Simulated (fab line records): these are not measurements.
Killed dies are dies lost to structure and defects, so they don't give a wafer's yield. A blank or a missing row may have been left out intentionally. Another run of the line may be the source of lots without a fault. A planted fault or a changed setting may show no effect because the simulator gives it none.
Split-lot trial + flow sfq_line + route with 325 steps; 5 lots, 15 wafers read

ON THE SPLIT
At SFQ_TRILAYER_I5_LITHO_COAT_149 (resist thk 62 nm), the setting resist_thk_nm was moved away from the recipe's 62 nm on 2 of the 15 wafers read, by -5.1% to -2.9%. For the rest of the wafers, this setting stayed at what the recipe calls for.

No step appears in the file between the split and the reading.

THE READING
etch.depth_nm (the simulator's own value, which no gauge read), in nm, at SFQ_TRILAYER_I5_BARC_OPEN_VIA_ETCH_200 (etches BARC in O2, target depth 125 nm, time 41.7 s). There is no usual value for it anywhere in the file. Average 61.97 nm, standard deviation 0.23 nm, over the 13 wafers here run with the recipe.

| wafer  | tool, chamber at the split | resist_thk_nm as run, nm | against the recipe | etch.depth_nm, nm | against lot-mates on the recipe |
|--------|----------------------------|--------------------------|--------------------|-------------------|---------------------------------|
| L076.3 | litho_track-01, 0          | 62                       | recipe             | 61.93             | -                               |
| L076.5 | litho_track-01, 0          | 62                       | recipe             | 61.85             | -                               |
| L076.6 | litho_track-01, 0          | 62                       | recipe             | 61.96             | -                               |
| L077.1 | litho_track-01, 0          | 60.22                    | -2.9%              | 60.45             | -1.82                           |
| L077.2 | litho_track-01, 0          | 62                       | recipe             | 62.27             | -                               |
| L079.2 | litho_track-02, 0          | 62                       | recipe             | 62.42             | -                               |
| L079.4 | litho_track-02, 0          | 62                       | recipe             | 62.2              | -                               |
| L079.6 | litho_track-02, 0          | 62                       | recipe             | 62.12             | -                               |
| L082.1 | litho_track-04, 0          | 62                       | recipe             | 61.74             | -                               |
| L082.3 | litho_track-04, 0          | 62                       | recipe             | 61.82             | -                               |
| L082.4 | litho_track-04, 0          | 62                       | recipe             | 61.88             | -                               |
| L082.5 | litho_track-04, 0          | 62                       | recipe             | 61.54             | -                               |
| L082.6 | litho_track-04, 0          | 62                       | recipe             | 61.78             | -                               |
| L084.3 | litho_track-01, 0          | 58.81                    | -5.1%              | 58.81             | -3.29                           |
| L084.4 | litho_track-01, 0          | 62                       | recipe             | 62.1              | -                               |

THE FIT
A straight line over all 15 wafers: etch.depth_nm changes by +0.595 nm for each +1% of resist_thk_nm; r = +0.97; the points scatter about the line by 0.24 nm.
The same after taking each lot's own level away (the mean of its wafers on the recipe; 15 wafers): +0.638 nm for each +1%; r = +1.00; scatter 0.097 nm.
Per that fit: largest resist_thk_nm move, reading shift of 3.3 nm.
The span of the lots' own levels, 61.752 to 62.270 nm, comes to 2.2 times the standard deviation stated above.
Hence the lot-to-lot level has little effect on the slope; both slopes agree.
Check: with one of the wafers moved furthest among these (-5.1%) left out of the fit, the line predicts -3.26 nm for it against its lot-mates. It came out at -3.29 nm against them.

OTHER SPLITS APPLIED TO THESE WAFERS
Note: prior to the reading, these wafers also went through further splits. Each is held against what the fit with the lots' levels taken away leaves over:
| other split on the same wafers                    | wafers away from the commonest value | r with etch.depth_nm (lot level and that fit taken away) |
|---------------------------------------------------|--------------------------------------|----------------------------------------------------------|
| SFQ_TRILAYER_I4_DEP_PECVD_099 time_s              | 3                                    | +0.00                                                    |
| SFQ_TRILAYER_I4_VIA_LITHO_PEB_106 peb_time_s      | 5                                    | +0.31                                                    |
| SFQ_TRILAYER_I4_VIA_BARC_OPEN_VIA_ETCH_146 time_s | 6                                    | +0.04                                                    |
| SFQ_TRILAYER_JJ_TRILAYER_DEP_SPUTTER_109 power_w  | 4                                    | +0.16                                                    |
| SFQ_TRILAYER_JJ_CE_LITHO_PEB_117 peb_time_s       | 3                                    | -0.27                                                    |
| SFQ_TRILAYER_M5_LITHO_PEB_126 peb_time_s          | 1                                    | -0.02                                                    |
| SFQ_TRILAYER_M5_BARC_OPEN_METAL_ETCH_161 icp_w    | 3                                    | +0.00                                                    |
| SFQ_TRILAYER_A5B_DEP_PECVD_129 time_s             | 6                                    | -0.16                                                    |
| SFQ_TRILAYER_R5_LITHO_EXPOSE_137 dose_mj          | 5                                    | -0.09                                                    |

THE WHOLE CHAIN: every reading that the file lists as answering this split, in the file's order
| step                                   | what it does                                        | reading                                                                                    | change (the file's fit)               | r (the file's) |
|----------------------------------------|-----------------------------------------------------|--------------------------------------------------------------------------------------------|---------------------------------------|----------------|
| SFQ_TRILAYER_I5_LITHO_COAT_149         | resist thk 62 nm                                    | BARC_of_TRILAYER_I5_LITHO_COAT_149.thk_nm (the simulator's own value, which no gauge read) | +0.612 nm for each +1% of the setting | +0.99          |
| SFQ_TRILAYER_I5_BARC_OPEN_VIA_ETCH_200 | etches BARC in O2, target depth 125 nm, time 41.7 s | etch.depth_nm (the simulator's own value, which no gauge read)                             | +0.637 nm for each +1% of the setting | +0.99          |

FILE'S OWN FIT
etch.depth_nm changes by +0.637 nm for each +1% of resist_thk_nm, r = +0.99.
